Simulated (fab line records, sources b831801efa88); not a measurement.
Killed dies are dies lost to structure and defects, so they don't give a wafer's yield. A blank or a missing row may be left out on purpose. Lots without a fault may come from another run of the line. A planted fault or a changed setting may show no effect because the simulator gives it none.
fab line records | flow sky130
record lots=11 wafers=33 last_day=50
route steps=708 shown VT_ADJUST_HVTR@141 VT_ADJUST_PCH@150 SONOS_ONO@182 GATE_OXIDE@188 PAD_OPEN@708
lots that met no fault: from a run of the same line without faults
start_h: hours from the record's first day to the start of the lot's first wafer shown | wait_h: hours since the lot's step before | " the same as in the row above | L1.1+2: a row that stands for several wafers | - no value, or no start given | * or withheld: withheld | < > ~ a bound
route shown NAME@n: a module of which the file shows steps, and the number in the route of the first | usual: mean/standard deviation of fault-free wafers | same: alike in all rows | chamber/n: place in a boat | sites: the reading at each site | _std_site: their standard deviation | _edge_site: outer sites' mean less inner sites' | radius_mm: how far each site lies from the wafer's centre | mask NAME#n: copy n | behind: the tool/chamber that last shaped the wafer | hold: why the lot was held/for how many hours/how that ended | device: the transistor (n, p or np) that didn't switch | end of line: the same wafers' tests at the end of the route | a step without rows: its recipe alone | killed: dies lost to structure and defects at the first sort, not the wafer's yield | map: a wafer's dies, x killed, . not, _ none there
set.NAME: the setting as run; set.NAME@STEP: as run at that earlier step | model.NAME: the simulator's own value behind a step, which no gauge read
steps of the route over a sample of lots; a table a step, a row a wafer
services: from which hour (start_h, from the record's first day; less than 0 if before it) a tool's chamber was out of use, for how many hours, and why
## steps
# step SKY_VT_ADJUST_HVTR_STRIP_10
# recipe chemistry=O2/N2 power_w=1400 pressure_mtorr=1500 platen_temp_c=withheld o2_flow_sccm=3000 n2_flow_sccm=300 overash_fraction=0.5
# usual chamber_pressure_mTorr=1500.1/1.2 drypump_motor_current_A=5.9/0.47 oes_product_au=0.715/0.004 strip_time_to_endpoint_s=14.18/0.038
# columns lot.wafer tool chamber start_h wait_h chamber_pressure_mTorr drypump_motor_current_A oes_product_au rf_hours_counter_h strip_time_to_endpoint_s
L842.2 plasma_asher-02 1 212.31 0.1 1499.4 6.3 0.716 45 14.17
L842.4 " 1 " " 1500.5 6.2 0.713 - 14.14
L842.5 " 1 " " 1500.4 6.3 0.715 - 14.18
L843.3 plasma_asher-01 1 220.87 0.1 1500.5 5.7 0.720 - 14.23
L843.5 " 1 " " 1498.6 5.7 0.721 - 14.26
L843.6 " 0 " " 1500.3 6.7 0.710 - 14.21
L844.1 plasma_asher-02 1 224.41 0.1 1498.5 6.2 0.710 47 14.17
L844.4 " 0 " " 1499.1 5.4 0.720 - 14.16
L844.6 " 1 " " 1499.6 6.2 0.717 - 14.15
L845.1 plasma_asher-02 1 234.01 0.1 1500.6 6.2 0.713 47 14.12
L845.3 " 0 " " 1501.0 5.4 0.714 - 14.14
L845.4 " 1 " " 1501.5 6.2 0.717 - 14.15
L848.2 plasma_asher-03 1 259.46 0.1 1498.2 5.5 0.715 12 14.19
L848.4 " 0 " " 1500.7 6.1 0.713 - 14.21
L848.5 " 1 " " 1500.9 5.5 0.721 - 14.18
L853.1 plasma_asher-02 1 290.88 0.1 1502.0 6.2 0.713 53 14.23
L853.4 " 1 " " 1498.3 6.3 0.713 - 14.23
L853.5 " 0 " " 1501.4 5.4 0.713 - 14.22
L854.2 plasma_asher-03 0 297.60 0.1 1499.1 6.1 0.705 15 14.12
L854.3 " 0 " " 1500.1 6.1 0.714 - 14.14
L854.6 " 0 " " 1501.6 6.2 0.716 - 14.14
L861.1 plasma_asher-01 0 355.11 0.1 1500.1 6.7 0.715 58 14.16
L861.3 " 1 " " 1497.5 5.7 0.713 - 14.15
L861.6 " 1 " " 1501.5 5.7 0.712 - 14.14
L862.1 plasma_asher-02 1 355.41 0.1 1500.5 6.2 0.713 59 14.17
L862.4 " 1 " " 1498.4 6.2 0.716 - 14.12
L862.6 " 0 " " 1498.5 5.4 0.717 - 14.16
L863.1 plasma_asher-01 1 365.00 0.1 1499.2 5.7 0.713 59 14.23
L863.2 " 0 " " 1498.7 6.7 0.712 59 14.18
L863.3 " 1 " " 1501.4 5.7 0.708 - 14.18
L864.2 plasma_asher-02 0 370.48 0.1 1502.4 5.4 0.713 61 14.14
L864.5 " 1 " " 1500.9 6.2 0.712 - 14.16
L864.6 " 0 " " 1500.0 5.4 0.711 - 14.16
# step SKY_VT_ADJUST_PCH_OVL_MEAS_07
# usual VT_ADJUST_PCH_OVL=0.1/1.6
# columns lot.wafer tool chamber start_h wait_h VT_ADJUST_PCH_OVL[nm]
L842.2 overlay-02 - 234.71 - -0.3
L842.4 " - " " 2.1
L842.5 " - " " 0.5
L843.3 overlay-02 - 243.25 - -0.4
L843.5 " - " " -0.1
L843.6 " - " " -0.6
L844.1 overlay-01 - 248.08 - -0.7
L844.4 " - " " -1.2
L844.6 " - " " -2.3
L845.1 overlay-02 - 257.73 - 1.4
L845.3 " - " " 1.5
L845.4 " - " " 0.5
L848.2 overlay-02 - 283.36 - 3.3
L848.4 " - " " 1.9
L848.5 " - " " 3.2
L853.1 overlay-02 - 316.79 - 1.0
L853.4 " - " " -0.1
L853.5 " - " " 1.7
L854.2 overlay-01 - 323.65 - -0.2
L854.3 " - " " -2.0
L854.6 " - " " 0.1
L861.1 overlay-01 - 382.80 - -0.4
L861.3 " - " " -0.7
L861.6 " - " " 0.8
L862.1 overlay-01 - 383.10 - 0.0
L862.4 " - " " -1.2
L862.6 " - " " -0.7
L863.1 overlay-01 - 392.19 - -2.1
L863.2 " - " " -1.2
L863.3 " - " " -0.6
L864.2 overlay-01 - 398.70 - -1.5
L864.5 " - " " 0.0
L864.6 " - " " -1.8
# step SKY_SONOS_ONO_OVL_MEAS_14
# usual SONOS_ONO_OVL=-1.6/1.4
# columns lot.wafer tool chamber start_h wait_h SONOS_ONO_OVL[nm]
L842.2 overlay-01 - 287.92 0.1 0.0
L842.4 " - " " -0.6
L842.5 " - " " -2.5
L843.3 overlay-02 - 297.73 0.1 -0.9
L843.5 " - " " 1.0
L843.6 " - " " -1.8
L844.1 overlay-01 - 304.96 0.1 -2.5
L844.4 " - " " -3.0
L844.6 " - " " -2.3
L845.1 overlay-02 - 312.32 0.1 -0.5
L845.3 " - " " -1.5
L845.4 " - " " -0.6
L848.2 overlay-02 - 340.27 0.1 -1.5
L848.4 " - " " -0.5
L848.5 " - " " -0.3
L853.1 overlay-01 - 375.87 0.1 -2.6
L853.4 " - " " -1.9
L853.5 " - " " -3.1
L854.2 overlay-01 - 384.17 0.1 -3.9
L854.3 " - " " -5.0
L854.6 " - " " -3.5
L861.1 overlay-01 - 447.02 0.1 -1.3
L861.3 " - " " -1.8
L861.6 " - " " -0.6
L862.1 overlay-02 - 447.32 0.1 -3.1
L862.4 " - " " -2.0
L862.6 " - " " -1.7
L863.1 overlay-02 - 457.87 0.1 1.9
L863.2 " - " " -0.6
L863.3 " - " " -2.4
L864.2 overlay-01 - 462.57 0.1 -1.9
L864.5 " - " " -1.6
L864.6 " - " " -1.8
# step SKY_GATE_OXIDE_OXIDATION_01
# recipe temp_c=900 ambient=O2 stabilise_s=600 purge_s=300 target_thk_a=102.68 ox_time_s=1473
# usual spike_tc_bottom_C=918/3.1 spike_tc_centre_C=901.9/1.1 spike_tc_lower_C=899.8/1.5 spike_tc_top_C=912.3/2.6 spike_tc_upper_C=901.2/1.1 tube_center_temp_C=900/0.084 tube_center_temp_C_max=902.3/0.35 zone_power_lower_pct=19.0/0.33 zone_power_upper_pct=17.32/0.17
# same purge_s=300
# columns lot.wafer tool chamber start_h wait_h spike_tc_bottom_C spike_tc_centre_C spike_tc_lower_C spike_tc_top_C spike_tc_upper_C tube_center_temp_C tube_center_temp_C_max zone_power_lower_pct zone_power_upper_pct
L842.2 furnace-02 0 288.38 0.1 921 901.9 900.7 909.5 903.4 900.04 902.2 18.9 17.13
L842.4 " 0 " " 921 903.0 900.6 909.0 901.9 899.85 902.3 19.4 17.16
L842.5 " 0 " " 921 903.6 902.7 910.7 902.0 900.2 902.2 19.1 17.61
L843.3 furnace-01 0 298.07 0.0 914 900.7 899.0 915.2 899.9 900.08 902.2 18.4 17.14
L843.5 " 0 " " 914 902.3 897.7 917.7 900.0 900 902.0 18.9 17.40
L843.6 " 0 " " 917 901.6 898.6 915.4 901.0 899.97 902.6 18.7 17.42
L844.1 furnace-02 0 306.22 0.9 921 901.5 900.1 911.7 900.6 900.11 902.9 19.3 17.24
L844.4 " 0 " " 919 902.8 900.2 910.7 902.7 900.03 902.1 19.3 17.13
L844.6 " 0 " " 921 902.8 900.2 910.5 902.3 899.87 901.7 19.4 17.17
L845.1 furnace-02 0 313.06 0.4 922 901.9 901.3 912.0 899.5 899.96 902.6 18.9 17.18
L845.3 " 0 " " 922 902.9 901.1 910.8 902.5 900 902.0 19.5 17.35
L845.4 " 0 " " 921 901.8 900.2 912.3 902.0 899.96 902.0 19.0 17.30
L848.2 furnace-01 0 340.69 0.1 914 903.1 896.4 917.1 902.1 900.13 902.7 18.4 17.48
L848.4 " 0 " " 916 899.6 900.7 914.5 901.7 900.04 902.6 18.6 17.49
L848.5 " 0 " " 916 900.4 897.8 913.3 901.7 900.07 902.3 19.0 17.34
L853.1 furnace-02 0 379.01 2.6 889 869.1 868.2 877.4 870.3 868.23 870.8 18.0 16.08
L853.4 " 0 " " 889 872.5 869.1 880.5 868.2 868.44 870.5 17.8 16.13
L853.5 " 0 " " 892 868.8 870.6 880.7 870.3 868.38 870.4 17.9 15.85
L854.2 furnace-02 0 385.98 1.5 890 871.6 869.8 879.4 870.2 868.33 870.5 17.9 16.00
L854.3 " 0 " " 887 873.4 868.7 878.7 870.4 868.27 870.8 18.0 15.96
L854.6 " 0 " " 889 869.8 870.0 878.5 871.0 868.34 870.9 18.0 16.07
L861.1 furnace-01 0 447.37 0.0 914 902.2 899.0 913.5 900.2 900.05 902.2 18.8 17.35
L861.3 " 0 " " 916 902.8 898.2 914.3 901.2 899.97 902.1 18.5 17.46
L861.6 " 0 " " 915 901.4 897.7 914.3 901.2 899.93 902.6 18.6 16.97
L862.1 furnace-01 0 448.78 1.1 914 901.4 896.7 915.7 901.1 899.82 902.4 18.5 17.13
L862.4 " 0 " " 915 900.9 897.8 914.8 901.3 900.02 902.0 18.9 17.13
L862.6 " 0 " " 916 901.3 897.6 916.2 901.4 899.92 902.5 18.7 17.28
L863.1 furnace-02 0 458.29 0.0 920 903.3 900.4 910.2 900.2 899.92 902.2 19.3 17.17
L863.2 " 0 " " 922 900.2 902.4 910.1 900.8 899.99 902.1 19.3 17.46
L863.3 " 0 " " 921 902.8 901.1 911.4 901.5 899.99 903.2 19.3 17.23
L864.2 furnace-02 0 463.63 0.6 921 902.8 899.9 911.4 901.4 900.09 902.6 19.5 17.07
L864.5 " 0 " " 919 902.6 901.4 910.6 902.3 900.03 902.2 19.2 17.40
L864.6 " 0 " " 919 903.2 899.9 911.3 901.9 900.03 903.2 19.1 16.95
# step SKY_GATE_OXIDE_THK_MEAS_02
# recipe reads=SiO2_of_GATE_OXIDE_OXIDATION_01
# usual GATE_OXIDE_OXIDATION_00_THK=10.26/0.22
# columns lot.wafer tool chamber start_h wait_h GATE_OXIDE_OXIDATION_00_THK[nm]
L842.2 film_metro-02 - 289.80 0.0 10.43
L842.4 " - " " 10.22
L842.5 " - " " 10.19
L843.3 film_metro-02 - 299.49 0.0 9.96
L843.5 " - " " 9.88
L843.6 " - " " 9.99
L844.1 film_metro-02 - 307.63 0.0 10.12
L844.4 " - " " 10.38
L844.6 " - " " 10.09
L845.1 film_metro-02 - 314.47 0.0 10.66
L845.3 " - " " 10.55
L845.4 " - " " 10.54
L848.2 film_metro-01 - 342.11 0.0 10.12
L848.4 " - " " 10.06
L848.5 " - " " 10.22
L853.1 film_metro-04 - 380.42 0.0 7.19
L853.4 " - " " 6.90
L853.5 " - " " 7.11
L854.2 film_metro-02 - 387.40 0.0 7.10
L854.3 " - " " 7.02
L854.6 " - " " 7.25
L861.1 film_metro-02 - 448.78 0.0 10.21
L861.3 " - " " 9.95
L861.6 " - " " 10.19
L862.1 film_metro-02 - 450.19 0.0 10.13
L862.4 " - " " 10.07
L862.6 " - " " 10.13
L863.1 film_metro-04 - 459.70 0.0 10.14
L863.2 " - " " 10.11
L863.3 " - " " 10.18
L864.2 film_metro-04 - 465.20 0.2 10.09
L864.5 " - " " 10.25
L864.6 " - " " 10.25
# step SKY_PAD_OPEN_PROBE_99
# usual killed_at_M0_to_M3=44/6.6 killed_at_M4_up=3.4/1.9 killed_at_contacts=25/5.6 killed_at_front_end=15/4.6 killed_at_other=0.3/0.6 killed_dies=88/9.5 killed_open=47/7.1 killed_short=40/6.4
# same gross_dies=492 killed_at_back_side=0
# columns lot.wafer tool chamber start_h wait_h killed_at_M0_to_M3 killed_at_M4_up killed_at_contacts killed_at_front_end killed_at_other killed_dies killed_open killed_short
L842.2 prober-01 - 1082.63 0.1 44 2 20 12 0 78 37 41
L842.4 prober-01 - 1082.73 0.2 48 4 24 20 0 96 51 45
L842.5 prober-01 - 1082.78 0.2 51 1 23 12 0 87 46 41
L843.3 prober-02 - 1085.81 0.2 53 3 31 15 0 102 54 47
L843.5 prober-02 - 1085.91 0.2 43 2 22 18 0 85 46 39
L843.6 prober-02 - 1085.96 0.2 43 4 36 13 0 96 56 39
L844.1 prober-01 - 1092.92 0.1 48 3 14 15 0 80 43 37
L844.4 prober-01 - 1093.07 0.2 38 4 32 15 0 89 45 44
L844.6 prober-01 - 1093.17 0.2 65 1 24 20 0 110 64 46
L845.1 prober-02 - 1104.71 0.1 47 3 23 7 1 81 45 35
L845.3 prober-02 - 1104.81 0.2 40 7 27 15 1 90 47 43
L845.4 prober-02 - 1104.86 0.2 53 2 8 8 2 73 39 32
L848.2 prober-01 - 1119.63 0.1 33 4 27 15 2 81 40 40
L848.4 prober-01 - 1119.73 0.2 37 4 27 9 1 78 39 39
L848.5 prober-01 - 1119.78 0.2 49 1 17 11 0 78 39 39
L853.1 prober-02 - 1148.82 0.1 51 6 18 16 0 91 54 37
L853.4 prober-02 - 1148.97 0.2 42 3 29 22 0 96 49 46
L853.5 prober-02 - 1149.02 0.2 40 1 24 16 0 81 43 37
L854.2 prober-01 - 1149.82 0.1 43 5 22 12 0 82 43 39
L854.3 prober-01 - 1149.87 0.2 31 2 34 11 0 78 47 31
L854.6 prober-01 - 1150.02 0.2 43 6 25 23 0 97 59 38
L861.1 prober-01 - 1185.67 0.1 53 1 34 19 0 107 56 51
L861.3 prober-01 - 1185.77 0.2 42 3 27 16 0 88 40 48
L861.6 prober-01 - 1185.92 0.2 47 4 30 9 0 90 62 27
L862.1 prober-02 - 1187.17 0.1 41 2 24 19 0 86 43 43
L862.4 prober-02 - 1187.32 0.2 37 2 24 21 1 85 46 39
L862.6 prober-02 - 1187.42 0.2 44 4 30 26 0 104 47 57
L863.1 prober-01 - 1189.66 0.1 41 4 34 15 1 95 46 49
L863.2 prober-01 - 1189.71 0.1 44 3 23 19 0 89 57 31
L863.3 prober-01 - 1189.76 0.2 37 2 30 15 0 84 48 36
L864.2 prober-02 - 1193.09 0.1 49 4 25 19 0 97 58 39
L864.5 prober-02 - 1193.24 0.2 44 4 25 15 0 88 52 36
L864.6 prober-02 - 1193.29 0.2 52 4 29 18 0 103 52 51
# killed by level:class
L842.2 CONTACT:geometric_particle:open=8 VIA1:geometric_particle:short=8 METAL1:geometric_particle:short=7 CONTACT:geometric_particle:short=6 LI_CONTACT:geometric_particle:open=5 FIELD_ISO:geometric_particle:open=4 METAL2:geometric_particle:open=4 VIA1:geometric_particle:open=4
L842.4 VIA1:geometric_particle:open=13 CONTACT:geometric_particle:open=11 LI_CONTACT:geometric_particle:open=8 METAL1:geometric_particle:short=7 FIELD_ISO:geometric_particle:short=6 METAL2:geometric_particle:short=6 POLY_GATE:geometric_particle:short=5 VIA1:geometric_particle:short=5
L842.5 VIA1:geometric_particle:open=10 LI_CONTACT:geometric_particle:open=8 METAL1:geometric_particle:short=8 METAL2:geometric_particle:short=7 CONTACT:geometric_particle:open=7 VIA2:geometric_particle:open=7 POLY_GATE:geometric_particle:short=5 VIA3:geometric_particle:open=5
L843.3 LI_CONTACT:geometric_particle:open=13 VIA1:geometric_particle:open=12 VIA2:geometric_particle:open=11 VIA1:geometric_particle:short=9 METAL2:geometric_particle:short=9 CONTACT:geometric_particle:open=7 FIELD_ISO:geometric_particle:short=4 SPACER:geometric_particle:short=4
L843.5 CONTACT:geometric_particle:open=10 VIA1:geometric_particle:open=9 METAL1:geometric_particle:short=7 LI_CONTACT:geometric_particle:open=7 SPACER:geometric_particle:short=6 FIELD_ISO:geometric_particle:open=5 METAL2:geometric_particle:short=4 VIA2:geometric_particle:open=4
L843.6 CONTACT:geometric_particle:open=14 LI_CONTACT:geometric_particle:open=12 VIA1:geometric_particle:open=8 METAL1:geometric_particle:short=6 METAL2:geometric_particle:short=6 VIA2:geometric_particle:open=5 LOCAL_INTERCONNECT:geometric_particle:short=5 VIA2:geometric_particle:short=5
L844.1 VIA1:geometric_particle:open=15 FIELD_ISO:geometric_particle:short=6 VIA3:geometric_particle:open=6 METAL1:geometric_particle:short=5 METAL2:geometric_particle:short=5 FIELD_ISO:geometric_particle:open=4 LI_CONTACT:geometric_particle:open=4 VIA1:geometric_particle:short=4
L844.4 CONTACT:geometric_particle:open=14 VIA1:geometric_particle:open=8 CONTACT:geometric_particle:short=6 LI_CONTACT:geometric_particle:open=5 VIA1:geometric_particle:short=5 VIA3:geometric_particle:open=5 POLY_GATE:geometric_particle:short=4 VIA3:geometric_particle:short=4
L844.6 VIA1:geometric_particle:open=16 VIA2:geometric_particle:open=10 METAL1:geometric_particle:short=9 VIA3:geometric_particle:open=9 FIELD_ISO:geometric_particle:open=7 LOCAL_INTERCONNECT:geometric_particle:short=6 METAL2:geometric_particle:short=6 FIELD_ISO:geometric_particle:short=5
L845.1 VIA2:geometric_particle:open=12 CONTACT:geometric_particle:open=11 METAL1:geometric_particle:short=9 VIA1:geometric_particle:open=9 LI_CONTACT:geometric_particle:open=6 POLY_GATE:geometric_particle:short=4 VIA1:geometric_particle:short=4 CONTACT:geometric_particle:short=3
L845.3 LI_CONTACT:geometric_particle:open=9 VIA1:geometric_particle:open=8 VIA2:geometric_particle:open=8 FIELD_ISO:geometric_particle:short=7 FIELD_ISO:geometric_particle:open=6 CONTACT:geometric_particle:short=6 CONTACT:geometric_particle:open=6 METAL1:geometric_particle:short=6
L845.4 VIA1:geometric_particle:open=17 VIA3:geometric_particle:open=8 VIA3:geometric_particle:short=7 METAL1:geometric_particle:short=5 VIA2:geometric_particle:open=5 CONTACT:geometric_particle:open=4 LOCAL_INTERCONNECT:geometric_particle:short=3 VIA2:geometric_particle:short=3
L848.2 LI_CONTACT:geometric_particle:open=8 CONTACT:geometric_particle:short=8 VIA1:geometric_particle:open=7 METAL3:geometric_particle:short=5 POLY_GATE:geometric_particle:short=4 VIA2:geometric_particle:open=4 LI_CONTACT:geometric_particle:short=4 FIELD_ISO:geometric_particle:open=3
L848.4 METAL1:geometric_particle:short=8 LOCAL_INTERCONNECT:geometric_particle:short=7 VIA3:geometric_particle:open=7 VIA1:geometric_particle:open=6 VIA2:geometric_particle:open=5 LI_CONTACT:geometric_particle:open=5 CONTACT:geometric_particle:open=5 CONTACT:geometric_particle:short=5
L848.5 VIA1:geometric_particle:open=9 VIA1:geometric_particle:short=8 METAL1:geometric_particle:short=7 CONTACT:geometric_particle:open=6 VIA3:geometric_particle:open=6 FIELD_ISO:geometric_particle:open=5 CONTACT:geometric_particle:short=5 VIA2:geometric_particle:open=4
L853.1 VIA1:geometric_particle:open=13 CONTACT:geometric_particle:open=10 VIA2:geometric_particle:open=8 METAL1:geometric_particle:short=7 VIA1:geometric_particle:short=5 METAL2:geometric_particle:short=5 FIELD_ISO:geometric_particle:short=4 POLY_GATE:geometric_particle:open=4
L853.4 CONTACT:geometric_particle:open=10 FIELD_ISO:geometric_particle:short=9 LI_CONTACT:geometric_particle:open=9 VIA2:geometric_particle:open=8 CONTACT:geometric_particle:short=7 VIA1:geometric_particle:open=6 FIELD_ISO:geometric_particle:open=5 VIA1:geometric_particle:short=5
L853.5 CONTACT:geometric_particle:open=9 VIA1:geometric_particle:open=7 LI_CONTACT:geometric_particle:open=6 METAL1:geometric_particle:short=6 VIA2:geometric_particle:open=6 VIA3:geometric_particle:open=6 FIELD_ISO:geometric_particle:open=5 METAL2:geometric_particle:short=5
L854.2 CONTACT:geometric_particle:open=11 VIA3:geometric_particle:open=10 VIA1:geometric_particle:open=7 METAL1:geometric_particle:short=7 VIA1:geometric_particle:short=6 LI_CONTACT:geometric_particle:open=5 FIELD_ISO:geometric_particle:short=4 METAL3:geometric_particle:short=4
L854.3 CONTACT:geometric_particle:open=13 LI_CONTACT:geometric_particle:open=10 VIA3:geometric_particle:open=8 POLY_GATE:geometric_particle:open=5 CONTACT:geometric_particle:short=5 VIA1:geometric_particle:open=5 VIA1:geometric_particle:short=5 METAL2:geometric_particle:short=4
L854.6 VIA1:geometric_particle:open=12 VIA3:geometric_particle:open=10 CONTACT:geometric_particle:open=10 FIELD_ISO:geometric_particle:open=8 VIA2:geometric_particle:open=6 LI_CONTACT:geometric_particle:open=5 CONTACT:geometric_particle:short=5 METAL4:geometric_particle:short=5
L861.1 VIA1:geometric_particle:open=15 CONTACT:geometric_particle:open=9 LI_CONTACT:geometric_particle:open=8 VIA3:geometric_particle:open=7 CONTACT:geometric_particle:short=7 FIELD_ISO:geometric_particle:short=6 METAL1:geometric_particle:short=6 VIA1:geometric_particle:short=6
L861.3 VIA1:geometric_particle:open=12 CONTACT:geometric_particle:open=8 FIELD_ISO:geometric_particle:short=7 LOCAL_INTERCONNECT:geometric_particle:short=6 CONTACT:geometric_particle:short=6 VIA3:geometric_particle:open=6 METAL2:geometric_particle:short=5 POLY_GATE:geometric_particle:short=4
L861.6 CONTACT:geometric_particle:open=15 VIA1:geometric_particle:open=15 VIA2:geometric_particle:open=9 VIA3:geometric_particle:open=6 LI_CONTACT:geometric_particle:open=5 METAL2:geometric_particle:short=5 CONTACT:geometric_particle:short=4 FIELD_ISO:geometric_particle:open=3
L862.1 VIA1:geometric_particle:short=11 VIA1:geometric_particle:open=9 LI_CONTACT:geometric_particle:open=8 VIA3:geometric_particle:open=6 LI_CONTACT:geometric_particle:short=5 FIELD_ISO:geometric_particle:open=4 CONTACT:geometric_particle:open=4 CONTACT:geometric_particle:short=4
L862.4 CONTACT:geometric_particle:open=10 VIA1:geometric_particle:open=8 LI_CONTACT:geometric_particle:open=6 FIELD_ISO:geometric_particle:short=5 FIELD_ISO:geometric_particle:open=5 POLY_GATE:geometric_particle:open=5 METAL3:geometric_particle:short=5 VIA3:geometric_particle:open=5
L862.6 VIA1:geometric_particle:open=12 CONTACT:geometric_particle:open=10 FIELD_ISO:geometric_particle:short=9 CONTACT:geometric_particle:short=9 VIA2:geometric_particle:open=8 VIA1:geometric_particle:short=7 METAL1:geometric_particle:short=7 METAL2:geometric_particle:short=6
L863.1 CONTACT:geometric_particle:open=12 LOCAL_INTERCONNECT:geometric_particle:short=7 CONTACT:geometric_particle:short=7 VIA1:geometric_particle:short=7 LI_CONTACT:geometric_particle:open=6 METAL1:geometric_particle:short=6 METAL2:geometric_particle:short=6 FIELD_ISO:geometric_particle:short=5
L863.2 CONTACT:geometric_particle:open=15 VIA1:geometric_particle:open=13 VIA1:geometric_particle:short=7 FIELD_ISO:geometric_particle:open=6 METAL1:geometric_particle:short=6 VIA3:geometric_particle:open=6 FIELD_ISO:geometric_particle:short=5 POLY_GATE:geometric_particle:open=5
L863.3 LI_CONTACT:geometric_particle:open=10 VIA1:geometric_particle:open=9 CONTACT:geometric_particle:open=8 VIA3:geometric_particle:open=7 FIELD_ISO:geometric_particle:open=5 FIELD_ISO:geometric_particle:short=5 CONTACT:geometric_particle:short=5 LI_CONTACT:geometric_particle:short=4
L864.2 CONTACT:geometric_particle:open=16 VIA1:geometric_particle:open=14 METAL2:geometric_particle:short=9 POLY_GATE:geometric_particle:open=7 VIA2:geometric_particle:open=6 LOCAL_INTERCONNECT:geometric_particle:short=5 VIA3:geometric_particle:open=5 FIELD_ISO:geometric_particle:short=4
L864.5 VIA1:geometric_particle:open=13 LI_CONTACT:geometric_particle:open=9 CONTACT:geometric_particle:open=8 METAL2:geometric_particle:short=8 VIA2:geometric_particle:open=8 FIELD_ISO:geometric_particle:short=5 POLY_GATE:geometric_particle:short=4 FIELD_ISO:geometric_particle:open=3
L864.6 VIA1:geometric_particle:open=12 METAL2:geometric_particle:short=11 VIA2:geometric_particle:open=9 CONTACT:geometric_particle:open=8 LI_CONTACT:geometric_particle:open=7 VIA3:geometric_particle:open=7 VIA1:geometric_particle:short=6 LI_CONTACT:geometric_particle:short=5
## services
# columns tool chamber start_h hours kind
furnace-02 - 190.37 4.6 pm
plasma_asher-03 - 199.45 14.6 pm
furnace-02 - 223.62 2.7 pm
plasma_asher-03 - 227.71 2.8 pm
plasma_asher-02 - 243.81 0.6 repair
furnace-01 - 258.04 4.8 pm
plasma_asher-03 - 262.96 5.4 repair
plasma_asher-03 - 288.94 1.2 repair
furnace-01 - 295.25 2.8 pm
furnace-02 - 358.97 7.4 pm
plasma_asher-02 - 388.68 0.5 repair
plasma_asher-02 - 392.85 4.4 repair
furnace-01 - 463.24 2.2 pm
## key
first_sign step=SKY_GATE_OXIDE_OXIDATION_01 reading=tube_center_temp_C direction=down sigmas=99+ usual=* struck=*
effect step=SKY_GATE_OXIDE_OXIDATION_01 reading=tube_center_temp_C_max direction=down sigmas=91 usual=* struck=*
effect step=SKY_GATE_OXIDE_THK_MEAS_02 reading=GATE_OXIDE_OXIDATION_00_THK direction=down sigmas=14 usual=10.26 struck=7.09
met_at SKY_GATE_OXIDE_OXIDATION_01
struck_lots L853,L854
tester_left_out L853,L854
not_acting_at SKY_VT_ADJUST_HVTR_STRIP_10,SKY_VT_ADJUST_PCH_OVL_MEAS_07,SKY_SONOS_ONO_OVL_MEAS_14
onset_between 313.06 379.01
fault kind=process_parameter_drift tool=furnace-02 chamber=- onset_h=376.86 steps=SKY_GATE_OXIDE_OXIDATION_01 channel=temp_c offset=* shape=step end_h=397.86 acts_in=* stated=*
# tester_left_out: of these lots the tester's yield and bins aren't shown, on N5 and GAA mostly nor the transistor test; their killed dies are dies lost to structure and defects alone, not to doping, threshold or leakage, so they don't give the yield
